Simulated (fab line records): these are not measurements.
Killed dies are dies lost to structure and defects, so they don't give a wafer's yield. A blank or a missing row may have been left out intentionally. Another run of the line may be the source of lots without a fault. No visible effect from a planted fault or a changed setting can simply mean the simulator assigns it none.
Problem report, 8D (eight disciplines) form, completed by code :: flow gf180mcu :: the parts of the form that need people (team, actions taken, sign-off) are left out

== 1. PROBLEM STATEMENT ==
run_length_s at GF_STI_ETCH_14 reads a mean of 136.4 s on 6 wafers of 2 lots; wafers without a fault read 131.3 s with a standard deviation of 0.44. Measured from the usual mean, that is +12 standard deviations.
The step: etches Si in HBr/Cl2/O2, target depth 360 nm, time 102.9 s.
The first sign was on wafer L706.2 at day 6 04:24, on rie_si-01. Wafers with a number at this step in the record: 39, from 13 lots. By rule, "out" or "out of limits" means more than 4 standard deviations away from the usual mean. The other wafers with a number count as sound.

== 2. WHAT IT IS, WHAT IT ISN'T ==
question: which readings at this step
is: run_length_s
is not: drypump_motor_current_A, oes_product_au, throttle_valve_pct

question: which lots
is: L706, L707
is not: L687, L688, L689, L690, L691, L695, L698, L700, L705, L708, L709

question: which wafers of those lots
is: all that have a number
is not: -

question: read on which tools
is: rie_si-01
is not: rie_si-02

question: when
is: from day 6 04:24
is not: up to then (27 sound wafers); but 6 sound wafers of L708, L709 came after

== 3. SUSPECTS, AND WHAT RULES EACH OUT ==
Counting: a tool at a process step up to the reading stays a suspect if it ran every lot that is out and no sound lot after the first of them.
- rie_si-01 at GF_STI_ETCH_14 (etches Si in HBr/Cl2/O2, target depth 360 nm, time 102.9 s): kept. All lots that are out passed through it, beginning with L706 at day 6 04:24, and no sound lot followed; its final sound lot before that point was L705 at day 5 22:33. On those wafers its own readings are out: run_length_s.
Left after counting: rie_si-01 at GF_STI_ETCH_14.

== 4. THE CAUSE (what the simulator had put in) ==
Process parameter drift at GF_STI_ETCH_14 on rie_si-01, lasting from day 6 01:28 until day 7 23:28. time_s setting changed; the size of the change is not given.
Only this tool survived the counting.

== 5. THE EFFECT CHAIN, in route order ==
One row per reading whose mean, taken over the struck wafers that have a number, lies over 3 standard deviations from the usual. Only readings for which the record gives a usual standard deviation are gone through. hours: the time from each lot's start at the first step in this table that gives one to its start at this step, as a median over the lots. sigmas: the change in usual standard deviations.
hours: 0
step: GF_STI_ETCH_14
reading: run_length_s
usual: 131.3 s
on struck wafers: 136.4
change: +5.1
sigmas: +12
Its process steps:
- GF_STI_ETCH_14: etches Si in HBr/Cl2/O2, target depth 360 nm, time 102.9 s.
Later steps that measure or inspect, where all struck wafers having a row at the step show a number for every such reading and not one has moved that far: GF_NWELL_OVL_MEAS_07, GF_MVSD_OVL_MEAS_07.

== 6. WHAT WOULD HAVE CAUGHT IT SOONER ==
In this record no reading fell out of limits until day 6 04:24, 3 hours after the fault had begun at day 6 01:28.
